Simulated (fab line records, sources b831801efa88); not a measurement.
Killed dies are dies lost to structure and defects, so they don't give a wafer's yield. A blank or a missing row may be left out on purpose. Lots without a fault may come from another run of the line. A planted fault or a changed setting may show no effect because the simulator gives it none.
Which tool did it? | flow gf180mcu | 14 lots, 42 wafers sampled, at 2 steps of a route of 602

WHAT THE GAUGES READ, wafer by wafer
GF_STI_THK_MEAS_22.
lot  | measured    | on            | STI_OXIDATION_01_THK (nm)
L895 | day 2 12:11 | film_metro-03 | 15.5 15.5 15.4
L897 | day 2 19:56 | film_metro-04 | 14.7 14.8 15.1
L901 | day 3 16:26 | film_metro-01 | 15.0 14.9 15.0
L902 | day 3 20:37 | film_metro-04 | 15.1 15.0 15.0
L903 | day 4 01:41 | film_metro-03 | 15.4 15.3 15.2
L904 | day 4 06:43 | film_metro-04 | 15.1 14.9 15.0
L909 | day 5 08:03 | film_metro-03 | 14.4 14.5 14.6
L910 | day 5 13:56 | film_metro-03 | 15.2 15.2 15.3
L911 | day 5 18:48 | film_metro-04 | 14.6 14.8 14.5
L913 | day 6 05:02 | film_metro-04 | 15.2 14.7 14.9
L914 | day 6 09:56 | film_metro-04 | 14.9 14.7 14.4
L915 | day 6 15:06 | film_metro-04 | 14.9 15.2 15.1
L916 | day 6 20:21 | film_metro-04 | 14.9 15.1 14.9
L917 | day 7 01:08 | film_metro-01 | 15.7 15.4 15.7

GF_HV_LDD_OVL_MEAS_08.
lot  | measured     | on         | HV_LDD_OVL (nm)
L895 | day 10 11:58 | overlay-01 | 0.8 -0.6 0.7
L897 | day 10 21:43 | overlay-02 | -0.4 -0.4 -0.8
L901 | day 12 02:40 | overlay-02 | -0.2 0.4 0.0
L902 | day 12 08:37 | overlay-02 | 0.1 0.0 0.3
L903 | day 12 16:13 | overlay-02 | -0.2 0.1 -2.2
L904 | day 12 20:35 | overlay-01 | 0.5 -0.2 -0.9
L909 | day 14 11:55 | overlay-01 | 1.7 0.7 1.4
L910 | day 14 21:33 | overlay-02 | -0.4 -0.8 -1.0
L911 | day 15 03:04 | overlay-02 | 1.0 0.3 0.8
L913 | day 15 21:46 | overlay-01 | -1.8 -2.1 -1.8
L914 | day 16 01:25 | overlay-01 | -1.1 -0.9 -0.9
L915 | day 16 09:34 | overlay-01 | 0.3 -0.2 1.0
L916 | day 16 15:25 | overlay-01 | 0.6 -0.7 0.7
L917 | day 16 22:19 | overlay-01 | 4.6 1.6 1.2

WHICH TOOL RAN EACH LOT (tool, then ch and the chambers of the sampled wafers, then the start)
The record holds no process step before these readings.

WHAT THE TOOLS THEMSELVES READ (means of the sampled wafers that have a number; where no wafer has one, the mark that the record gives instead)
The record holds no such reading with a usual standard deviation.

THE ANSWER, worked out from the rows above alone
Rule: what is usual is taken from the lots themselves. Put in order of their means at a reading, lots are off if they are a third of the lots or fewer, leave a main group of 4 or more, and stand apart from it by a gap of 3 or more times the standard deviation of the main group's means; of several such gaps the widest counts. A main group whose means are all the same, to the digits that the tables above print for the reading, isn't used. A lot without any number at a reading at which 4 lots or more have one is off too. The other lots that the step has rows for count as sound. The gauges are gone through in route order, then the tools' own readings, and for those a lot's mean is taken as printed above. The first step at which some lot is off is used, and at that step the reading that is off furthest; a lot without a number counts as furthest.
No lot is off at any reading shown: from this, nothing can be told.

WHAT THE SIMULATOR HAD PUT IN
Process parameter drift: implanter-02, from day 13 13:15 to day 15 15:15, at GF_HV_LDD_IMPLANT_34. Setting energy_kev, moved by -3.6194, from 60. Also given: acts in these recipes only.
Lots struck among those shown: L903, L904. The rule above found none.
